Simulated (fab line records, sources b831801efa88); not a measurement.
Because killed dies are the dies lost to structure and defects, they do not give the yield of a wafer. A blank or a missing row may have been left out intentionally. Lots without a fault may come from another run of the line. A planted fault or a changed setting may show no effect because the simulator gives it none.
fab line records | flow sky130 | part 2 of 2: steps 44 to 44 of 44
record: lots: 6 | wafers: 18 | lastDay: 50
route steps=708 shown SONOS_TUNNEL@160 SONOS_ONO@168 GATE_OXIDE@187 PAD_OPEN@708
lots that met no fault: taken from a fault-free run of the same line
startH: hours from the record's opening day to when the first of the lot's shown wafers began | waitH: how many hours have passed since the lot's step before this one | " identical to the entry in the row above | L1.1+2: a single row standing in for several wafers | - value missing, or start not given | * or withheld: withheld | < > ~ a bound
route shown NAME@n: names a module that has steps shown in the file, with the first one's number in the route | usual: mean and standard deviation over wafers with no fault | same: alike in all rows | chamber/n: place in a boat | sites: each site's reading | _std_site: standard deviation across them | _edge_site: mean of outer sites minus mean of inner sites | radiusMm: for every site, how far away it sits from the centre of the wafer | mask NAME#n: copy n | behind: the tool/chamber that last shaped the wafer | hold: why the lot was held/for how many hours/how that ended | device: the transistor (n, p or np) that didn't switch | end of line: at the end of the route, the tests of the same wafers | a step with no rows: only its recipe | killed: the dies lost at the first sort to structure and to defects; this is not the yield of the wafer | map: a wafer's dies, marking killed ones x, the rest . and places with no die _
set.NAME: the setting the step ran with; set.NAME@STEP: the setting that earlier step ran with | model.NAME: the simulator's own value behind a step, which no gauge read
certain route steps with their lots: each step a table, each wafer a row
services: from which hour (startH, from the record's first day; less than 0 if before it) a tool's chamber was out of use, for how many hours, and why
== steps ==
step: SKY_PAD_OPEN_PROBE_99
usual: killed_at_M0_to_M3: 43/7.3 | killed_at_M4_up: 3.5/2.2 | killedAtContacts: 24/5.3 | killedAtFrontEnd: 15/4.2 | killedAtOther: 0.3/0.67 | killedDies: 86/9.8 | killedOpen: 47/7.2 | killedShort: 39/6.5
same: grossDies: 492 | killedAtBackSide: 0
lot.wafer | tool      | chamber | startH  | waitH | killed_at_M0_to_M3 | killed_at_M4_up | killedAtContacts | killedAtFrontEnd | killedAtOther | killedDies | killedOpen | killedShort | model.etest.capOno.gateLog10ACm2 | model.etest.capOno.toxAccNm | model.etest.sonosProgrammed.vtV | model.etest.sonosErased.vtV | model.etest.sonosBaked.vtV
L930.3    | prober-01 | -       | 1104.50 | 0.2   | 56                 | 3               | 24               | 9                | 2             | 94         | 54         | 39          | -7.699                           | 12.69                       | 1.523                           | -2.392                      | 1.027
L930.4    | prober-01 | -       | 1104.55 | 0.2   | 42                 | 5               | 18               | 19               | 0             | 84         | 49         | 33          | -7.453                           | 12.48                       | 1.611                           | -2.466                      | 1.036
L930.6    | prober-01 | -       | 1104.65 | 0.2   | 45                 | 1               | 25               | 20               | 0             | 91         | 46         | 44          | -7.68                            | 12.6                        | 1.569                           | -2.384                      | 1.013
L929.3    | prober-01 | -       | 1107.57 | 0.2   | 34                 | 5               | 27               | 12               | 0             | 78         | 43         | 35          | -7.829                           | 12.82                       | 1.489                           | -2.313                      | 0.9755
L929.4    | prober-01 | -       | 1107.62 | 0.2   | 55                 | 11              | 23               | 17               | 0             | 106        | 60         | 46          | -7.839                           | 12.81                       | 1.488                           | -2.3                        | 1.034
L929.6    | prober-01 | -       | 1107.72 | 0.2   | 36                 | 4               | 26               | 15               | 0             | 81         | 48         | 32          | -7.751                           | 12.68                       | 1.577                           | -2.323                      | 1.075
L942.2    | prober-02 | -       | 1169.95 | 0.1   | 44                 | 6               | 19               | 23               | 0             | 92         | 51         | 41          | -8.206                           | 13.12                       | 1.361                           | -2.173                      | 0.8951
L942.4    | prober-02 | -       | 1170.05 | 0.2   | 41                 | 2               | 22               | 10               | 0             | 75         | 38         | 37          | -8.054                           | 13                          | 1.423                           | -2.241                      | 0.9145
L942.6    | prober-02 | -       | 1170.15 | 0.2   | 37                 | 3               | 23               | 12               | 0             | 75         | 46         | 29          | -8.299                           | 13.13                       | 1.309                           | -2.136                      | 0.8892
L944.4    | prober-02 | -       | 1179.05 | 0.2   | 40                 | 5               | 22               | 15               | 0             | 82         | 54         | 28          | -8.08                            | 12.96                       | 1.409                           | -2.284                      | 0.9074
L944.5    | prober-02 | -       | 1179.10 | 0.2   | 53                 | 3               | 22               | 21               | 0             | 99         | 49         | 50          | -8.055                           | 12.96                       | 1.408                           | -2.283                      | 0.8983
L944.6    | prober-02 | -       | 1179.15 | 0.2   | 44                 | 1               | 20               | 9                | 0             | 74         | 33         | 41          | -8.044                           | 13                          | 1.375                           | -2.291                      | 0.9103
L947.2    | prober-02 | -       | 1205.69 | 0.1   | 40                 | 8               | 17               | 7                | 0             | 72         | 37         | 34          | -7.962                           | 12.9                        | 1.426                           | -2.277                      | 0.9332
L947.4    | prober-02 | -       | 1205.79 | 0.2   | 45                 | 7               | 26               | 12               | 0             | 90         | 41         | 49          | -8.079                           | 13.03                       | 1.38                            | -2.248                      | 0.8912
L947.6    | prober-02 | -       | 1205.89 | 0.2   | 34                 | 6               | 30               | 22               | 0             | 92         | 51         | 38          | -7.893                           | 12.91                       | 1.432                           | -2.272                      | 0.9331
L948.2    | prober-01 | -       | 1207.09 | 0.1   | 54                 | 0               | 26               | 16               | 0             | 96         | 49         | 44          | -7.922                           | 12.95                       | 1.442                           | -2.273                      | 0.9442
L948.5    | prober-01 | -       | 1207.24 | 0.2   | 49                 | 2               | 26               | 17               | 0             | 94         | 57         | 37          | -8.201                           | 13.11                       | 1.319                           | -2.213                      | 0.8845
L948.6    | prober-01 | -       | 1207.29 | 0.2   | 39                 | 3               | 30               | 21               | 0             | 93         | 52         | 39          | -8.08                            | 12.97                       | 1.381                           | -2.275                      | 0.889
killed by level:class
L930.3 VIA2:geometricParticle:open=17 VIA1:geometricParticle:open=12 CONTACT:geometricParticle:open=9 CONTACT:geometricParticle:short=6 LOCAL_INTERCONNECT:geometricParticle:short=5 VIA3:geometricParticle:short=5 METAL2:geometricParticle:open=4 VIA3:geometricParticle:open=4
L930.4 VIA1:geometricParticle:open=11 CONTACT:geometricParticle:open=8 VIA2:geometricParticle:open=7 FIELD_ISO:geometricParticle:open=6 METAL2:geometricParticle:short=6 VIA3:geometricParticle:open=5 POLY_GATE:geometricParticle:open=5 CONTACT:geometricParticle:short=5
L930.6 VIA3:geometricParticle:open=12 VIA1:geometricParticle:open=8 CONTACT:geometricParticle:open=8 LOCAL_INTERCONNECT:geometricParticle:short=6 LI_CONTACT:geometricParticle:short=5 CONTACT:geometricParticle:short=5 METAL2:geometricParticle:short=5 FIELD_ISO:geometricParticle:open=4
L929.3 CONTACT:geometricParticle:open=11 LI_CONTACT:geometricParticle:open=8 VIA1:geometricParticle:open=8 VIA2:geometricParticle:open=6 VIA3:geometricParticle:short=6 POLY_GATE:geometricParticle:short=5 METAL2:geometricParticle:short=5 VIA3:geometricParticle:open=5
L929.4 VIA3:geometricParticle:open=12 CONTACT:geometricParticle:open=9 VIA1:geometricParticle:open=9 LI_CONTACT:geometricParticle:open=8 METAL4:geometricParticle:short=8 METAL2:geometricParticle:short=7 POLY_GATE:geometricParticle:short=5 VIA1:geometricParticle:short=5
L929.6 VIA1:geometricParticle:open=12 CONTACT:geometricParticle:open=10 LI_CONTACT:geometricParticle:open=8 POLY_GATE:geometricParticle:open=7 VIA1:geometricParticle:short=6 VIA2:geometricParticle:short=5 LOCAL_INTERCONNECT:geometricParticle:short=4 VIA3:geometricParticle:open=4
L942.2 VIA1:geometricParticle:open=12 VIA2:geometricParticle:open=7 FIELD_ISO:geometricParticle:short=6 LI_CONTACT:geometricParticle:open=6 METAL3:geometricParticle:short=6 VIA3:geometricParticle:open=6 POLY_GATE:geometricParticle:open=5 METAL1:geometricParticle:short=5
L942.4 CONTACT:geometricParticle:open=11 VIA1:geometricParticle:open=8 LOCAL_INTERCONNECT:geometricParticle:short=5 VIA1:geometricParticle:short=5 VIA2:geometricParticle:open=5 METAL2:geometricParticle:short=4 VIA2:geometricParticle:short=4 METAL3:geometricParticle:short=4
L942.6 VIA1:geometricParticle:open=14 CONTACT:geometricParticle:open=9 LI_CONTACT:geometricParticle:open=6 POLY_GATE:geometricParticle:open=5 METAL1:geometricParticle:short=5 CONTACT:geometricParticle:short=4 VIA2:geometricParticle:open=4 POLY_GATE:geometricParticle:short=3
L944.4 CONTACT:geometricParticle:open=11 VIA1:geometricParticle:open=9 LI_CONTACT:geometricParticle:open=8 METAL2:geometricParticle:short=6 FIELD_ISO:geometricParticle:open=5 VIA2:geometricParticle:open=5 VIA3:geometricParticle:open=5 POLY_GATE:geometricParticle:short=3
L944.5 VIA1:geometricParticle:open=12 METAL1:geometricParticle:short=8 POLY_GATE:geometricParticle:open=6 LI_CONTACT:geometricParticle:open=6 CONTACT:geometricParticle:open=6 VIA1:geometricParticle:short=6 METAL2:geometricParticle:short=6 POLY_GATE:geometricParticle:short=5
L944.6 METAL2:geometricParticle:short=10 CONTACT:geometricParticle:open=8 VIA1:geometricParticle:short=8 METAL1:geometricParticle:short=7 VIA2:geometricParticle:open=6 VIA1:geometricParticle:open=6 VIA3:geometricParticle:open=6 LOCAL_INTERCONNECT:geometricParticle:short=4
L947.2 VIA1:geometricParticle:open=11 CONTACT:geometricParticle:open=8 METAL2:geometricParticle:short=8 METAL4:geometricParticle:short=7 VIA3:geometricParticle:open=6 LI_CONTACT:geometricParticle:open=5 METAL1:geometricParticle:short=5 LOCAL_INTERCONNECT:geometricParticle:short=3
L947.4 VIA1:geometricParticle:open=12 CONTACT:geometricParticle:open=10 LOCAL_INTERCONNECT:geometricParticle:short=8 METAL4:geometricParticle:short=7 CONTACT:geometricParticle:short=5 VIA1:geometricParticle:short=5 VIA2:geometricParticle:open=5 VIA3:geometricParticle:short=5
L947.6 CONTACT:geometricParticle:open=14 VIA1:geometricParticle:open=12 POLY_GATE:geometricParticle:open=9 LI_CONTACT:geometricParticle:short=6 METAL4:geometricParticle:short=6 POLY_GATE:geometricParticle:short=4 LOCAL_INTERCONNECT:geometricParticle:short=4 CONTACT:geometricParticle:short=4
L948.2 CONTACT:geometricParticle:open=12 VIA1:geometricParticle:short=10 VIA1:geometricParticle:open=10 METAL2:geometricParticle:short=9 VIA2:geometricParticle:open=7 LOCAL_INTERCONNECT:geometricParticle:short=5 VIA3:geometricParticle:open=5 POLY_GATE:geometricParticle:open=4
L948.5 VIA1:geometricParticle:open=14 VIA3:geometricParticle:open=11 LI_CONTACT:geometricParticle:open=7 CONTACT:geometricParticle:open=7 VIA1:geometricParticle:short=7 CONTACT:geometricParticle:short=6 VIA2:geometricParticle:open=6 METAL2:geometricParticle:short=5
L948.6 CONTACT:geometricParticle:open=12 VIA2:geometricParticle:open=10 VIA1:geometricParticle:open=9 CONTACT:geometricParticle:short=8 FIELD_ISO:geometricParticle:open=5 LOCAL_INTERCONNECT:geometricParticle:short=5 METAL1:geometricParticle:short=5 VIA3:geometricParticle:short=4
== services ==
tool           | chamber | startH | hours | kind
rieDiel-02     | 0       | 296.90 | 9.3   | repair
rieDiel-01     | 2       | 301.58 | -     | clean
rieDiel-01     | 2       | 301.58 | 18.5  | scheduledDown
rieDiel-01     | 2       | 301.58 | 18.5  | ventCycle
lpcvd-03       | -       | 303.15 | 28.1  | pm
plasmaAsher-02 | -       | 305.27 | 8.1   | repair
rieDiel-03     | -       | 305.44 | 2.8   | pm
rieDiel-03     | 1       | 313.23 | 6.4   | repair
plasmaAsher-02 | -       | 372.68 | 1.0   | repair
rieDiel-01     | 3       | 377.78 | 2.5   | repair
lpcvd-03       | -       | 381.60 | 1.4   | repair
rieDiel-03     | 3       | 381.92 | 19.6  | repair
rieDiel-03     | 2       | 393.09 | 8.3   | repair
rieDiel-03     | 0       | 417.91 | 13.0  | repair
plasmaAsher-02 | -       | 421.25 | 9.0   | pm
plasmaAsher-02 | 0       | 421.25 | 9.0   | ventCycle
wetBench-01    | -       | 430.34 | 1.7   | repair
plasmaAsher-04 | -       | 430.45 | 1.8   | repair
wetBench-02    | -       | 441.79 | 2.1   | repair
rieDiel-01     | 2       | 448.22 | 1.7   | repair
lpcvd-03       | -       | 462.44 | 0.5   | repair
rieDiel-02     | 0       | 468.96 | 36.3  | repair
plasmaAsher-02 | -       | 481.33 | 0.7   | repair
lpcvd-03       | -       | 490.58 | 2.8   | pm
== key ==
firstSign: step: SKY_SONOS_ONO_THK_MEAS_05 | reading: SONOS_ONO_CVD_04_THK | direction: down | sigmas: 4.5 | usual: 5.83 | struck: 5.47
effect none on later readings
modelEffect: step: SKY_SONOS_ONO_CVD_04 | value: SiO2_of_SONOS_ONO_CVD_04.thkNm | without: 5.808 | struck: 5.47
modelEffect: step: SKY_GATE_OXIDE_CLEAN_15 | value: SiO2_of_SONOS_ONO_CVD_04.thkNm | without: 4.286 | struck: 3.948
modelEffect: step: SKY_PAD_OPEN_PROBE_99 | value: etest.capOno.gateLog10ACm2 | without: -8.145 | struck: -7.708
metAt SKY_SONOS_ONO_CVD_04
struckWafers L929.3,L929.4,L929.6,L930.3,L930.4,L930.6
testerLeftOut L929,L930
fault: kind: processParameterDrift | tool: lpcvd-03 | chamber: - | onsetH: 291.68 | steps: SKY_SONOS_ONO_CVD_04 | channel: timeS | offset: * | shape: step | endH: 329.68 | stated: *
testerLeftOut: of these lots the tester's yield and bins aren't shown, on N5 and GAA mostly nor the transistor test; their killed dies are dies lost to structure and defects alone, not to doping, threshold or leakage, so they don't give the yield
